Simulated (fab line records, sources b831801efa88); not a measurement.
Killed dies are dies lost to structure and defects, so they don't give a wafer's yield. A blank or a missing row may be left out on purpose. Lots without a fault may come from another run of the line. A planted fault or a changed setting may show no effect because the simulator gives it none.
Which tool did it? | flow gf180mcu | 12 lots, 36 wafers sampled, at 7 steps of a route of 602

WHAT THE GAUGES READ, wafer by wafer
GF_HV_LDD_CD_MEAS_07: target cd 400 nm.
lot  | measured     | on        | cd_nm (nm)
L889 | day 10 07:06 | cd_sem-01 | 400.7 401.9 400.7
L891 | day 10 18:26 | cd_sem-02 | 400.2 401.3 401.5
L897 | day 12 14:36 | cd_sem-01 | - - -
L898 | day 12 20:46 | cd_sem-01 | - - -
L899 | day 12 23:37 | cd_sem-01 | - - -
L902 | day 14 00:44 | cd_sem-02 | 398.3 398.5 399.9
L903 | day 14 07:01 | cd_sem-02 | 399.7 400.7 399.1
L905 | day 14 20:04 | cd_sem-02 | 402.3 399.5 399.0
L907 | day 15 11:26 | cd_sem-02 | 399.1 400.9 398.7
L908 | day 15 23:20 | cd_sem-01 | 399.8 402.6 401.2
L911 | day 16 17:07 | cd_sem-02 | 400.5 398.2 400.3
L912 | day 17 02:20 | cd_sem-01 | 399.3 403.0 401.9

GF_HV_LDD_TW_MEAS_23.
lot  | measured     | on            | HV_LDD_2_TW
L889 | day 11 02:02 | film_metro-04 | 1046 1042 1046
L891 | day 11 13:23 | film_metro-04 | 1043 1047 1046
L897 | day 13 11:36 | film_metro-03 | 2398 2403 2395
L898 | day 13 17:50 | film_metro-04 | 2441 2437 2437
L899 | day 13 20:22 | film_metro-04 | 2441 2430 2452
L902 | day 14 22:29 | film_metro-03 | 1031 1031 1034
L903 | day 15 04:45 | film_metro-04 | 1051 1048 1052
L905 | day 15 17:53 | film_metro-01 | 1048 1047 1047
L907 | day 16 09:33 | film_metro-01 | 1047 1052 1053
L908 | day 16 22:35 | film_metro-01 | 1045 1048 1046
L911 | day 17 16:44 | film_metro-04 | 1060 1061 1057
L912 | day 18 02:02 | film_metro-01 | 1047 1043 1045

GF_HV_LDD_TW_MEAS_38.
lot  | measured     | on            | HV_LDD_3_TW
L889 | day 11 21:41 | film_metro-03 | 1400 1409 1416
L891 | day 12 09:05 | film_metro-01 | 1428 1423 1426
L897 | day 14 09:09 | film_metro-01 | 2532 2531 2541
L898 | day 14 15:05 | film_metro-04 | 2549 2532 2535
L899 | day 14 18:23 | film_metro-01 | 2539 2530 2521
L902 | day 15 20:59 | film_metro-01 | 1429 1431 1431
L903 | day 16 03:27 | film_metro-01 | 1426 1429 1434
L905 | day 16 16:59 | film_metro-03 | 1399 1400 1399
L907 | day 17 08:49 | film_metro-01 | 1432 1428 1427
L908 | day 17 21:50 | film_metro-03 | 1398 1392 1408
L911 | day 18 17:01 | film_metro-03 | 1409 1407 1410
L912 | day 19 02:43 | film_metro-04 | 1432 1433 1439

GF_M2_THK_MEAS_06: measures by xrf.
lot  | measured     | on            | M2_ALCU_THK (nm)
L889 | day 18 13:46 | film_metro-02 | 445 439 446
L891 | day 19 04:28 | film_metro-02 | 446 449 452
L902 | day 23 04:17 | film_metro-02 | 443 452 449
L903 | day 23 12:17 | film_metro-01 | 454 457 455
L905 | day 24 01:04 | film_metro-02 | 447 452 444
L907 | day 24 15:53 | film_metro-01 | 458 454 449
L908 | day 25 03:29 | film_metro-02 | 461 462 464
L911 | day 25 21:21 | film_metro-01 | 460 462 458
L912 | day 26 06:08 | film_metro-01 | 455 456 450

GF_M2_CD_MEAS_14: target cd 280 nm.
lot  | measured     | on        | cd_nm (nm)
L889 | day 19 13:46 | cd_sem-01 | 280.7 281.2 280.2
L891 | day 20 05:04 | cd_sem-01 | 280.2 279.6 280.4
L902 | day 24 03:02 | cd_sem-02 | 280.1 279.4 279.0
L903 | day 24 10:17 | cd_sem-01 | 280.3 279.9 280.3
L905 | day 24 22:58 | cd_sem-01 | 278.7 278.3 278.8
L907 | day 25 13:43 | cd_sem-01 | 280.3 281.3 281.4
L908 | day 26 00:55 | cd_sem-02 | 279.6 280.2 280.3
L911 | day 26 17:57 | cd_sem-01 | 280.7 280.9 280.6
L912 | day 27 02:30 | cd_sem-02 | 280.3 278.7 279.3

WHICH TOOL RAN EACH LOT (tool, then ch and the chambers of the sampled wafers, then the start)
lot  | GF_HV_LDD_COAT_02                 | GF_CONTACT_SPUTTER_23
L889 | litho_track-01 ch 0, day 9 22:15  | pvd_sputter-02, day 16 12:18
L891 | litho_track-03 ch 0, day 10 09:02 | pvd_sputter-04, day 17 00:37
L897 | litho_track-02, day 12 04:43      | -
L898 | litho_track-02, day 12 10:16      | -
L899 | litho_track-01, day 12 13:28      | -
L902 | litho_track-03 ch 0, day 13 14:12 | pvd_sputter-03, day 21 01:10
L903 | litho_track-02 ch 0, day 13 20:37 | pvd_sputter-04, day 21 07:58
L905 | litho_track-02 ch 0, day 14 09:16 | pvd_sputter-04, day 21 22:53
L907 | litho_track-02 ch 0, day 15 00:35 | pvd_sputter-03, day 22 13:49
L908 | litho_track-01 ch 0, day 15 12:00 | pvd_sputter-04, day 23 02:35
L911 | litho_track-01 ch 0, day 16 06:04 | pvd_sputter-04, day 23 21:21
L912 | litho_track-01 ch 0, day 16 15:13 | pvd_sputter-02, day 24 06:45
- GF_HV_LDD_COAT_02: resist thk 1000 nm.
- GF_CONTACT_SPUTTER_23: material TiN, target thk 10 nm, time 40 s.

WHAT THE TOOLS THEMSELVES READ (means of the sampled wafers that have a number; where no wafer has one, the mark that the record gives instead)
GF_HV_LDD_COAT_02.
lot  | tool           | chill_plate_temp_C (C) | dispense_pressure_kPa (kPa)
L889 | litho_track-01 | 23.01                  | 47.9
L891 | litho_track-03 | 23.02                  | 49.1
L897 | litho_track-02 | -                      | -
L898 | litho_track-02 | -                      | -
L899 | litho_track-01 | -                      | -
L902 | litho_track-03 | 23.03                  | 49.0
L903 | litho_track-02 | 23.09                  | 46.0
L905 | litho_track-02 | 22.92                  | 46.0
L907 | litho_track-02 | 22.97                  | 45.9
L908 | litho_track-01 | 22.98                  | 47.9
L911 | litho_track-01 | 22.90                  | 47.9
L912 | litho_track-01 | 22.96                  | 47.9

GF_CONTACT_SPUTTER_23.
lot  | tool           | cathode_dc_power_W (W) | throttle_valve_pct (%)
L889 | pvd_sputter-02 | 4000.3                 | 30.2
L891 | pvd_sputter-04 | 4000.1                 | 29.9
L902 | pvd_sputter-03 | 3999.0                 | 30.1
L903 | pvd_sputter-04 | 3999.3                 | 30.7
L905 | pvd_sputter-04 | 3999.7                 | 29.8
L907 | pvd_sputter-03 | 3999.6                 | 29.8
L908 | pvd_sputter-04 | 4000.0                 | 30.7
L911 | pvd_sputter-04 | 3999.8                 | 29.8
L912 | pvd_sputter-02 | 3999.6                 | 30.4

THE ANSWER, worked out from the rows above alone
Rule: what is usual is taken from the lots themselves. Put in order of their means at a reading, lots are off if they are a third of the lots or fewer, leave a main group of 4 or more, and stand apart from it by a gap of 3 or more times the standard deviation of the main group's means; of several such gaps the widest counts. A main group whose means are all the same, to the digits that the tables above print for the reading, isn't used. A lot without any number at a reading at which 4 lots or more have one is off too. The other lots that the step has rows for count as sound. The gauges are gone through in route order, then the tools' own readings, and for those a lot's mean is taken as printed above. The first step at which some lot is off is used, and at that step the reading that is off furthest; a lot without a number counts as furthest.
Off: L897, L898, L899, at GF_HV_LDD_CD_MEAS_07 (cd_nm). Without a number there: L897, L898, L899. The main group: mean 400.3 nm, standard deviation 0.83.
A tool fits if, at a process step before that reading, it ran every lot that is off, and no sound lot after the first of them. The gauges at GF_HV_LDD_CD_MEAS_07 aren't tried: what is off there is off at GF_HV_LDD_TW_MEAS_23 too, on other tools, and a gauge's error can't cause that. None of those tried fits.

WHAT THE SIMULATOR HAD PUT IN
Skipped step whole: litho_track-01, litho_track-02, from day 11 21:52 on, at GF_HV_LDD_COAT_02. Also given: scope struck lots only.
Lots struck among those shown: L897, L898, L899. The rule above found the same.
